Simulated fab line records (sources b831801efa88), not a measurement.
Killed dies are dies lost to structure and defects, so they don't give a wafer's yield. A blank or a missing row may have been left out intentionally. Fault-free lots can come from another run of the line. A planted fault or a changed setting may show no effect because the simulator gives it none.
Which tool did it? || flow gf180mcu || 12 lots, 36 wafers sampled, at 2 steps of a route of 602

WHAT EACH GAUGE READ, for each wafer
GF_TOP_METAL_OVL_MEAS_15. Usual: TOP_METAL_OVL typically reads -0.7 nm, with standard deviation 1.2.
{"lot": "L684", "measured": "day 28 04:51", "on": "overlay-01", "TOP_METAL_OVL (nm)": "-0.4 -0.7 -2.1", "flag": ""}
{"lot": "L685", "measured": "day 28 11:14", "on": "overlay-02", "TOP_METAL_OVL (nm)": "0.3 -0.2 -1.1", "flag": ""}
{"lot": "L686", "measured": "day 28 14:17", "on": "overlay-01", "TOP_METAL_OVL (nm)": "-2.6 0.2 -0.7", "flag": ""}
{"lot": "L689", "measured": "day 30 04:10", "on": "overlay-02", "TOP_METAL_OVL (nm)": "0.3 0.0 1.1", "flag": ""}
{"lot": "L693", "measured": "day 31 03:11", "on": "overlay-01", "TOP_METAL_OVL (nm)": "1.2 -1.5 -0.5", "flag": ""}
{"lot": "L695", "measured": "day 31 07:10", "on": "overlay-01", "TOP_METAL_OVL (nm)": "0.4 -2.0 -2.5", "flag": ""}
{"lot": "L700", "measured": "day 32 15:41", "on": "overlay-01", "TOP_METAL_OVL (nm)": "-1.3 -1.1 -1.1", "flag": ""}
{"lot": "L703", "measured": "day 33 07:10", "on": "overlay-01", "TOP_METAL_OVL (nm)": "-1.8 -1.5 -2.0", "flag": ""}
{"lot": "L704", "measured": "day 33 21:54", "on": "overlay-02", "TOP_METAL_OVL (nm)": "-1.0 -0.6 -1.2", "flag": ""}
{"lot": "L706", "measured": "day 34 03:55", "on": "overlay-01", "TOP_METAL_OVL (nm)": "-1.6 1.0 1.8", "flag": ""}
{"lot": "L705", "measured": "day 34 05:10", "on": "overlay-02", "TOP_METAL_OVL (nm)": "-1.0 -0.5 1.5", "flag": ""}
{"lot": "L707", "measured": "day 34 07:31", "on": "overlay-02", "TOP_METAL_OVL (nm)": "-1.8 -3.2 -3.2", "flag": ""}

WHAT TOOL EACH LOT RAN ON (gives the tool, then ch and the chambers of the sampled wafers, and finally the start)
{"lot": "L684", "GF_MIM_SPUTTER_08": "pvd-sputter-02, day 24 14:56"}
{"lot": "L685", "GF_MIM_SPUTTER_08": "pvd-sputter-03, day 24 22:03"}
{"lot": "L686", "GF_MIM_SPUTTER_08": "pvd-sputter-03, day 25 00:32"}
{"lot": "L689", "GF_MIM_SPUTTER_08": "pvd-sputter-02, day 26 19:25"}
{"lot": "L693", "GF_MIM_SPUTTER_08": "pvd-sputter-02, day 27 20:25"}
{"lot": "L695", "GF_MIM_SPUTTER_08": "pvd-sputter-02, day 28 00:17"}
{"lot": "L700", "GF_MIM_SPUTTER_08": "pvd-sputter-03, day 29 15:13"}
{"lot": "L703", "GF_MIM_SPUTTER_08": "pvd-sputter-04, day 30 08:04"}
{"lot": "L704", "GF_MIM_SPUTTER_08": "pvd-sputter-02, day 31 02:35"}
{"lot": "L706", "GF_MIM_SPUTTER_08": "pvd-sputter-04, day 31 07:20"}
{"lot": "L705", "GF_MIM_SPUTTER_08": "pvd-sputter-02, day 31 07:32"}
{"lot": "L707", "GF_MIM_SPUTTER_08": "pvd-sputter-02, day 31 12:28"}
- GF_MIM_SPUTTER_08: material AlCu, target thk 200 nm, time 10.6 s.

AS READ BY THE TOOLS THEMSELVES (means over the sampled wafers that have a number; for cases with no such wafer, the mark the record gives instead)
GF_MIM_SPUTTER_08. Usual: throttle-valve-pct at 30.1 %, with a standard deviation of 1.1.
{"lot": "L684", "tool": "pvd-sputter-02", "throttle-valve-pct (%)": 29.2, "flag": ""}
{"lot": "L685", "tool": "pvd-sputter-03", "throttle-valve-pct (%)": 31.9, "flag": ""}
{"lot": "L686", "tool": "pvd-sputter-03", "throttle-valve-pct (%)": 31.6, "flag": ""}
{"lot": "L689", "tool": "pvd-sputter-02", "throttle-valve-pct (%)": 29.7, "flag": ""}
{"lot": "L693", "tool": "pvd-sputter-02", "throttle-valve-pct (%)": 29.6, "flag": ""}
{"lot": "L695", "tool": "pvd-sputter-02", "throttle-valve-pct (%)": 29.3, "flag": ""}
{"lot": "L700", "tool": "pvd-sputter-03", "throttle-valve-pct (%)": 31.5, "flag": ""}
{"lot": "L703", "tool": "pvd-sputter-04", "throttle-valve-pct (%)": 29.8, "flag": ""}
{"lot": "L704", "tool": "pvd-sputter-02", "throttle-valve-pct (%)": 29.9, "flag": ""}
{"lot": "L706", "tool": "pvd-sputter-04", "throttle-valve-pct (%)": 30.0, "flag": ""}
{"lot": "L705", "tool": "pvd-sputter-02", "throttle-valve-pct (%)": 29.8, "flag": ""}
{"lot": "L707", "tool": "pvd-sputter-02", "throttle-valve-pct (%)": 29.8, "flag": ""}

THE ANSWER, worked out from the rows above alone
Rule: take the mean of a lot's wafers that have a number; if it is more than 3 standard deviations from the usual mean, the lot is off. Also off: a lot with no number at a reading for which 4 or more lots have one. Where the step has rows for the other lots, those lots are counted as sound. First the gauges in route order, then the tools' own readings, where a lot's mean is used as printed above. The first step at which some lot is off is used, and at that step the reading that is off furthest; a lot without a number counts as furthest.
Nothing can be told from this: no lot is off at any reading shown.

WHAT WAS PUT IN BY THE SIMULATOR
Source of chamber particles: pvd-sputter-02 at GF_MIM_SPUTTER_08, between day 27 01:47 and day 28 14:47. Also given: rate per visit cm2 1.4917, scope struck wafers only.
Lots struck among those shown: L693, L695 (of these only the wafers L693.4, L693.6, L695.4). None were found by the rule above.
